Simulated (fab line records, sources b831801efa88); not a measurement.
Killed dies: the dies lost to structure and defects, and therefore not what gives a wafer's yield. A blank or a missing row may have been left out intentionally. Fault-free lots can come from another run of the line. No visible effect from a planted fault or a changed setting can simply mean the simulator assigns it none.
fab line records ; flow sky130
record lots=5; wafers=15; last-day=49
route steps=708 shown VIA3@588 METAL4@598 CAP2M@603 PAD_OPEN@708
lots untouched by any fault: they come from a run of this same line in which no faults occurred
start-h: hours from the record's opening day to when the first of the lot's shown wafers began ; wait-h: time in hours since the lot's previous step ; " as in the row above ; L1.1+2: a row that stands for several wafers ; - either no value or no given start ; * or withheld: withheld ; < > ~ a bound
route shown NAME@n: names a module that has steps shown in the file, with the first one's number in the route ; usual: mean and standard deviation over wafers with no fault ; same: alike in all rows ; chamber/n: place in a boat ; sites: readings site by site ; _std_site: how widely they spread, as a standard deviation ; _edge_site: mean of outer sites minus mean of inner sites ; radius-mm: how far each site lies from the wafer's centre ; mask NAME#n: copy n ; behind: the last tool/chamber to shape the wafer ; hold: why the lot went on hold/how many hours it stayed there/how the hold came to an end ; device: whichever transistor did not switch (one of n, p or np) ; end of line: tests run on the same wafers once the route is complete ; a step without rows: its recipe alone ; killed: at the first sort, the dies lost to defects and structure; wafer yield is something else ; map: the dies of a wafer, with x for killed, . for not killed, _ for no die there
set.NAME: the run value of the setting; set.NAME@STEP: its run value at that earlier step ; model.NAME: the simulator's own value behind a step, which no gauge read
lots at selected steps of the route; one table per step, one row per wafer
services: a tool's chamber out of use, with start hour (start-h, from the record's first day; less than 0 if before it), hours out, and reason
## steps
# step SKY_VIA3_ETCH_15
# recipe target=SiO2; chemistry=C4F8/O2/Ar; target-depth-nm=507; stop-on=TiN; mask-material=KrF-thick; source-w=1500; bias-w=1200; pressure-mtorr=40; c4f8-flow-sccm=withheld; O2_flow_sccm=6; Ar_flow_sccm=300; time-s=78
# step SKY_VIA3_STRIP_16
# recipe chemistry=O2/N2; power-w=1400; pressure-mtorr=1500; platen-temp-c=withheld; o2-flow-sccm=3000; n2-flow-sccm=300; overash-fraction=0.5
# step SKY_VIA3_STRIP_17
# recipe chemistry=post-etch-residue-remover; time-s=1200; temp-c=72.5
# step SKY_VIA3_CLEAN_18
# recipe chemistry=IPA; time-s=180; temp-c=25
# step SKY_VIA3_CLEAN_19
# recipe chemistry=O3/DIW; dry=n2-spin
# step SKY_VIA3_SPUTTER_20
# recipe material=TiN; target-thk-nm=20; chamber-pressure-pa=5; power-w=4000; time-s=80
# step SKY_VIA3_CVD_21
# recipe material=W; target-thk-nm=390; time-s=117.31; temp-c=400; pressure-torr=40
# step SKY_VIA3_CMP_24
# recipe stop-on=SiO2; t-overpolish-s=20; down-force-psi=3.5; platen-rpm=60; target-thk-nm=0; pad-velocity-m-s=0.94248
# step SKY_METAL4_SPUTTER_00
# recipe material=Ti; target-thk-nm=15; power-w=3000; time-s=10; chamber-pressure-pa=0.4
# step SKY_METAL4_SPUTTER_01
# recipe material=TiN; target-thk-nm=20; power-w=6500; time-s=16.7; chamber-pressure-pa=0.4
# step SKY_METAL4_SPUTTER_02
# recipe material=AlCu; target-thk-nm=735; power-w=10600; time-s=39.1; chamber-pressure-pa=0.4
# usual chamber-pressure-pa=0.4000/0.00085; throttle-valve-pct=30.1/0.86
lot.wafer;tool;chamber;start-h;wait-h;chamber-pressure-pa;throttle-valve-pct;model.AlCu_of_METAL4_SPUTTER_02.thk-nm
L492.1;pvd-sputter-04;-;995.50;0.0;0.3999;29.6;738.9
L492.2;pvd-sputter-04;-;995.50;0.0;0.3994;29.7;746.6
L492.6;pvd-sputter-04;-;995.50;0.0;0.3995;28.3;738.7
L496.1;pvd-sputter-02;-;1023.00;0.0;0.4004;29.9;729.1
L496.5;pvd-sputter-02;-;1023.00;0.0;0.4004;29.5;730.5
L496.6;pvd-sputter-02;-;1023.00;0.0;0.3993;30.4;731.3
L500.1;pvd-sputter-02;-;1037.78;0.0;0.3990;29.4;515.1
L500.5;pvd-sputter-02;-;1037.78;0.0;0.3994;29.4;748.5
L500.6;pvd-sputter-02;-;1037.78;0.0;0.4003;29.8;746.4
L503.2;pvd-sputter-02;-;1045.92;0.0;0.3993;28.9;743.8
L503.3;pvd-sputter-02;-;1045.92;0.0;0.4000;29.9;741.6
L503.4;pvd-sputter-02;-;1045.92;0.0;0.4014;29.6;508.5
L505.2;pvd-sputter-02;-;1063.52;0.0;0.4004;29.1;738
L505.4;pvd-sputter-02;-;1063.52;0.0;0.4012;29.8;510.8
L505.5;pvd-sputter-02;-;1063.52;0.0;0.4009;29.6;738.5
# step SKY_METAL4_SPUTTER_03
# recipe material=Ti; target-thk-nm=5; power-w=3000; time-s=3.3; chamber-pressure-pa=0.4
# step SKY_METAL4_SPUTTER_04
# recipe material=TiN; target-thk-nm=70; power-w=6500; time-s=58.3; chamber-pressure-pa=0.4
# step SKY_CAP2M_CVD_00
# recipe material=SiO2; target-thk-nm=15.5; temp-c=400; time-s=withheld; rf-w=450
# step SKY_CAP2M_SPUTTER_02
# recipe material=TiN; target-thk-nm=200; temp-c=300; power-w=6500; time-s=166.7; chamber-pressure-pa=0.4
# step SKY_CAP2M_DEHYDRATE_05
# recipe temp-c=200; time-s=60
# step SKY_CAP2M_HMDS_06
# recipe prime-time-s=60; prime-temp-c=120
# step SKY_CAP2M_COAT_07
# recipe resist=NOVOLAK; spin-rpm=3000; resist-thk-nm=1140
# step SKY_CAP2M_SOFTBAKE_08
# recipe temp-c=90; time-s=60; resist=NOVOLAK
# step SKY_CAP2M_EXPOSE_09
# recipe mask-id=CAP2M; na=0.6; source-shape=conventional; sigma-outer=0.6; polarization=unpolarized; target-cd-nm=1000; dose-mj=159
# step SKY_CAP2M_PEB_10
# recipe temp-c=withheld; time-s=*; resist=NOVOLAK
# step SKY_CAP2M_DEVELOP_11
# recipe resist=NOVOLAK; developer=TMAH; develop-time-s=60; dev-temp-c=23
# step SKY_CAP2M_METAL_ETCH_13
# recipe target-depth-nm=220; stop-on=SiO2; chemistry=Cl2/BCl3; target=TiN; pressure-mtorr=10; icp-w=900; bias-w=48.5; Cl2_flow_sccm=60; bcl3-flow-sccm=30; time-s=62.9
# step SKY_CAP2M_STRIP_14
# recipe chemistry=O2/N2; power-w=1400; pressure-mtorr=1500; platen-temp-c=withheld; o2-flow-sccm=3000; n2-flow-sccm=300; overash-fraction=0.5
# step SKY_CAP2M_STRIP_15
# recipe chemistry=post-etch-residue-remover; time-s=1200; temp-c=72.5
# step SKY_CAP2M_CLEAN_16
# recipe chemistry=IPA; time-s=180; temp-c=25
# step SKY_CAP2M_CLEAN_17
# recipe chemistry=O3/DIW; dry=n2-spin
# step SKY_METAL4_DEHYDRATE_05
# recipe temp-c=200; time-s=60
# step SKY_METAL4_HMDS_06
# recipe prime-time-s=60; prime-temp-c=120
# step SKY_METAL4_COAT_07
# recipe resist=BARC; temp-c=withheld; time-s=withheld; spin-rpm=3000; resist-thk-nm=60
# step SKY_METAL4_COAT_08
# recipe resist=KrF-thick; spin-rpm=3000; resist-thk-nm=1140
# step SKY_METAL4_SOFTBAKE_09
# recipe temp-c=100; time-s=90; resist=KrF-thick
# step SKY_METAL4_EXPOSE_10
# recipe mask-id=MM4; na=0.68; source-shape=annular; sigma-inner=0.4; sigma-outer=0.8; target-cd-nm=300; dose-mj=28
# step SKY_METAL4_PEB_11
# recipe peb-temp-c=withheld; peb-time-s=withheld; resist=KrF-thick
# step SKY_METAL4_DEVELOP_12
# recipe develop-time-s=60; resist=KrF-thick; dev-temp-c=21
# step SKY_METAL4_METAL_ETCH_18
# recipe target-depth-a=8450; stop-on=SiO2; over-etch-frac=0.3; time-s=183.1; chemistry=Cl2/BCl3; resist-sidewall-deg=88; pressure-mtorr=10; icp-w=900; bias-w=48.5; Cl2_flow_sccm=60; bcl3-flow-sccm=30
# usual drypump-motor-current-A=5.8/0.63; oes-product-au=0.864/0.0065; throttle-valve-pct=22.265/0.0096
lot.wafer;tool;chamber;start-h;wait-h;drypump-motor-current-A;oes-product-au;rf-hours-counter-h;throttle-valve-pct
L492.1;rie-metal-03;1;1041.32;0.0;5.2;0.867;11;22.247
L492.2;rie-metal-03;0;1041.32;0.0;6.4;0.870;10;22.268
L492.6;rie-metal-03;1;1041.32;0.0;5.2;0.869;-;22.252
L496.1;rie-metal-02;0;1067.82;0.0;4.9;0.863;17;22.268
L496.5;rie-metal-02;1;1067.82;0.0;5.7;0.863;-;22.272
L496.6;rie-metal-02;0;1067.82;0.0;4.9;0.859;-;22.272
L500.1;rie-metal-03;1;1081.74;0.0;5.2;0.738;14;22.247
L500.5;rie-metal-03;1;1081.74;0.0;5.1;0.871;-;22.257
L500.6;rie-metal-03;0;1081.74;0.0;6.3;0.866;-;22.263
L503.2;rie-metal-01;1;1089.58;0.1;6.3;0.865;-;22.268
L503.3;rie-metal-01;1;1089.58;0.1;6.3;0.875;-;22.262
L503.4;rie-metal-01;1;1089.58;0.1;6.2;0.733;-;22.253
L505.2;rie-metal-02;1;1106.37;0.0;5.8;0.872;21;22.272
L505.4;rie-metal-02;0;1106.37;0.0;4.9;0.741;-;22.278
L505.5;rie-metal-02;0;1106.37;0.0;4.9;0.867;-;22.261
# step SKY_PAD_OPEN_PROBE_99
# usual defect-limited-yield=82.3/1.9; killed_at_M0_to_M3=43/7.4; killed_at_M4_up=3.3/2; killed-at-contacts=24/5.4; killed-at-front-end=16/4.2; killed-at-other=0.3/0.61; killed-dies=87/9.4; killed-open=47/7.3; killed-short=40/6.7; sort_bin_3_pad_short=0.9/0.43; sort_bin_5_function=10.4/1.4; sort_bin_6_memory=6.4/1.2; sort-n-pass=405/9.4; sort-yield-pct=82.3/1.9
# same gross-dies=492; killed-at-back-side=0; sort_bin_4_leakage[%]=0; sort_bin_8_speed[%]=0
lot.wafer;tool;chamber;start-h;wait-h;defect-limited-yield[%];killed_at_M0_to_M3;killed_at_M4_up;killed-at-contacts;killed-at-front-end;killed-at-other;killed-dies;killed-open;killed-short;sort_bin_3_pad_short[%];sort_bin_5_function[%];sort_bin_6_memory[%];sort-n-pass;sort-yield-pct[%];model.etest.met4.line-ohm-um;model.etest.via4-chain.rc-ohm;model.etest.met4.rs-ohm-sq
L492.1;prober-02;-;1131.16;0.1;81.5;46;4;18;23;0;91;47;42;0.4;10.6;7.5;401;81.5;0.1412;0.8193;0.04219
L492.2;prober-02;-;1131.21;0.1;84.1;43;0;17;16;2;78;39;38;1.0;8.5;6.3;414;84.1;0.1401;0.7751;0.04191
L492.6;prober-02;-;1131.41;0.2;81.7;51;3;19;17;0;90;58;30;0;11.4;6.9;402;81.7;0.1437;0.8038;0.04254
L496.1;prober-02;-;1155.38;0.1;82.1;43;1;28;16;0;88;48;40;1.0;9.6;7.3;404;82.1;0.1417;0.8168;0.04291
L496.5;prober-02;-;1155.58;0.2;84.3;32;4;29;12;0;77;42;35;0.8;10.6;4.3;415;84.3;0.1386;0.8002;0.04281
L496.6;prober-02;-;1155.63;0.2;81.9;53;3;22;11;0;89;46;43;0.6;11.4;6.1;403;81.9;0.1416;0.8409;0.0422
L500.1;prober-02;-;1167.03;0.1;79.3;53;2;23;23;1;102;59;43;1.2;11.2;8.3;390;79.3;0.2034;0.8497;0.06162
L500.5;prober-02;-;1167.23;0.2;81.1;33;4;32;23;1;93;41;50;1.4;11.8;5.7;399;81.1;0.14;0.825;0.04231
L500.6;prober-02;-;1167.28;0.2;82.5;39;2;24;21;0;86;51;35;0.6;11.4;5.5;406;82.5;0.1398;0.796;0.04209
L503.2;prober-02;-;1172.60;0.1;81.5;42;3;30;16;0;91;47;44;1.0;11.0;6.5;401;81.5;0.1413;0.8274;0.04191
L503.3;prober-02;-;1172.65;0.2;82.1;44;3;19;22;0;88;49;39;1.0;11.0;5.9;404;82.1;0.1419;0.7827;0.04184
L503.4;prober-02;-;1172.70;0.2;84.8;32;4;23;16;0;75;36;39;1.4;8.1;5.7;417;84.8;0.2066;0.8803;0.06239
L505.2;prober-02;-;1187.38;0.1;85.6;28;4;30;9;0;71;44;27;0;8.3;6.1;421;85.6;0.1398;0.8313;0.04257
L505.4;prober-02;-;1187.48;0.2;83.5;38;2;25;16;0;81;43;38;1.0;8.7;6.7;411;83.5;0.2064;0.8518;0.06251
L505.5;prober-02;-;1187.53;0.2;83.9;40;3;23;12;1;79;43;36;0;9.8;6.3;413;83.9;0.1393;0.7678;0.04249
# killed by level:class
L492.1 VIA1:geometric-particle:open=12 VIA3:geometric-particle:short=8 VIA2:geometric-particle:open=8 FIELD_ISO:geometric-particle:open=7 METAL2:geometric-particle:short=7 LOCAL_INTERCONNECT:geometric-particle:short=5 CONTACT:geometric-particle:short=5 FIELD_ISO:geometric-particle:short=4
L492.2 VIA2:geometric-particle:open=8 METAL1:geometric-particle:short=7 VIA1:geometric-particle:open=6 FIELD_ISO:geometric-particle:open=5 CONTACT:geometric-particle:open=5 LOCAL_INTERCONNECT:geometric-particle:short=5 VIA1:geometric-particle:short=5 METAL2:geometric-particle:short=5
L492.6 CONTACT:geometric-particle:open=11 VIA3:geometric-particle:open=11 VIA2:geometric-particle:open=11 VIA1:geometric-particle:open=9 FIELD_ISO:geometric-particle:open=5 VIA2:geometric-particle:short=5 VIA3:geometric-particle:short=4 POLY_GATE:geometric-particle:open=3
L496.1 VIA3:geometric-particle:open=10 LOCAL_INTERCONNECT:geometric-particle:short=9 VIA1:geometric-particle:open=9 FIELD_ISO:geometric-particle:short=7 LI_CONTACT:geometric-particle:open=7 CONTACT:geometric-particle:open=6 METAL2:geometric-particle:short=5 VIA2:geometric-particle:open=4
L496.5 CONTACT:geometric-particle:open=11 LI_CONTACT:geometric-particle:open=6 VIA3:geometric-particle:open=6 FIELD_ISO:geometric-particle:short=5 LI_CONTACT:geometric-particle:short=5 VIA2:geometric-particle:open=5 CONTACT:geometric-particle:short=4 METAL2:geometric-particle:short=4
L496.6 VIA1:geometric-particle:open=11 VIA2:geometric-particle:open=8 LI_CONTACT:geometric-particle:open=7 VIA1:geometric-particle:short=7 METAL2:geometric-particle:short=7 VIA3:geometric-particle:open=6 VIA3:geometric-particle:short=5 POLY_GATE:geometric-particle:open=4
L500.1 VIA1:geometric-particle:open=17 CONTACT:geometric-particle:open=11 POLY_GATE:geometric-particle:open=8 METAL3:geometric-particle:short=7 VIA1:geometric-particle:short=7 CONTACT:geometric-particle:short=6 POLY_GATE:geometric-particle:short=5 LI_CONTACT:geometric-particle:open=5
L500.5 CONTACT:geometric-particle:open=11 POLY_GATE:geometric-particle:short=9 VIA1:geometric-particle:open=8 LI_CONTACT:geometric-particle:open=7 LOCAL_INTERCONNECT:geometric-particle:short=7 METAL2:geometric-particle:short=6 FIELD_ISO:geometric-particle:short=5 CONTACT:geometric-particle:short=5
L500.6 LI_CONTACT:geometric-particle:open=12 VIA1:geometric-particle:open=10 POLY_GATE:geometric-particle:open=7 CONTACT:geometric-particle:open=6 FIELD_ISO:geometric-particle:short=5 CONTACT:geometric-particle:short=5 METAL2:geometric-particle:short=5 VIA3:geometric-particle:open=5
L503.2 VIA1:geometric-particle:short=10 CONTACT:geometric-particle:open=8 CONTACT:geometric-particle:short=8 LI_CONTACT:geometric-particle:open=7 VIA1:geometric-particle:open=7 VIA3:geometric-particle:open=7 METAL1:geometric-particle:short=6 VIA2:geometric-particle:open=6
L503.3 FIELD_ISO:geometric-particle:short=10 LI_CONTACT:geometric-particle:open=8 VIA1:geometric-particle:short=8 FIELD_ISO:geometric-particle:open=7 VIA3:geometric-particle:open=7 METAL1:geometric-particle:short=7 CONTACT:geometric-particle:open=6 VIA2:geometric-particle:open=6
L503.4 CONTACT:geometric-particle:open=8 FIELD_ISO:geometric-particle:open=7 VIA1:geometric-particle:open=7 LOCAL_INTERCONNECT:geometric-particle:short=6 METAL2:geometric-particle:short=6 VIA1:geometric-particle:short=5 METAL1:geometric-particle:short=4 METAL4:geometric-particle:short=4
L505.2 CONTACT:geometric-particle:open=13 VIA2:geometric-particle:open=10 VIA1:geometric-particle:open=6 LI_CONTACT:geometric-particle:short=6 LI_CONTACT:geometric-particle:open=6 VIA3:geometric-particle:open=4 FIELD_ISO:geometric-particle:short=3 VIA1:geometric-particle:short=3
L505.4 CONTACT:geometric-particle:open=10 VIA3:geometric-particle:open=8 POLY_GATE:geometric-particle:open=6 CONTACT:geometric-particle:short=6 VIA1:geometric-particle:open=6 METAL2:geometric-particle:short=6 VIA3:geometric-particle:short=6 LI_CONTACT:geometric-particle:open=4
L505.5 VIA1:geometric-particle:open=10 VIA2:geometric-particle:open=10 LOCAL_INTERCONNECT:geometric-particle:short=8 CONTACT:geometric-particle:open=8 FIELD_ISO:geometric-particle:short=4 VIA2:geometric-particle:short=4 VIA3:geometric-particle:open=4 SONOS_ONO:geometric-particle:short=3
## services
tool;chamber;start-h;hours;kind
rie-metal-01;-;985.22;1.4;pm
rie-metal-02;1;1008.98;14.2;repair
pvd-sputter-04;-;1020.52;7.2;repair
rie-metal-02;0;1023.51;12.7;repair
pvd-sputter-04;-;1043.05;3.0;repair
pvd-sputter-02;1;1074.98;-;consumable-replace:kit
pvd-sputter-02;1;1074.98;18.0;scheduled-down
pvd-sputter-02;1;1074.98;18.0;vent-cycle
rie-metal-01;0;1087.02;-;clean
rie-metal-01;0;1087.02;12.1;scheduled-down
rie-metal-01;0;1087.02;12.1;vent-cycle
rie-metal-02;0;1097.06;3.3;repair
## key
first-sign step=SKY_METAL4_METAL_ETCH_18; reading=oes-product-au; direction=down; sigmas=20; usual=0.864; struck=0.737
effect none on later readings
model-effect step=SKY_METAL4_SPUTTER_02; value=AlCu_of_METAL4_SPUTTER_02.thk-nm; without=743; struck=511.4
model-effect step=SKY_PAD_OPEN_PROBE_99; value=etest.met4.line-ohm-um; without=0.1407; struck=0.2054
met-at SKY_METAL4_SPUTTER_02
struck-wafers L500.1,L503.4,L505.4
onset-between 1023.00 1037.78
fault kind=process-parameter-drift; tool=pvd-sputter-02; chamber=-; onset-h=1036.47; steps=SKY_METAL4_SPUTTER_02; channel=target-thk-nm; offset=-231.59; shape=step; end-h=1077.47; scope=struck-wafers-only; acts-in=these-recipes-only; stated=735
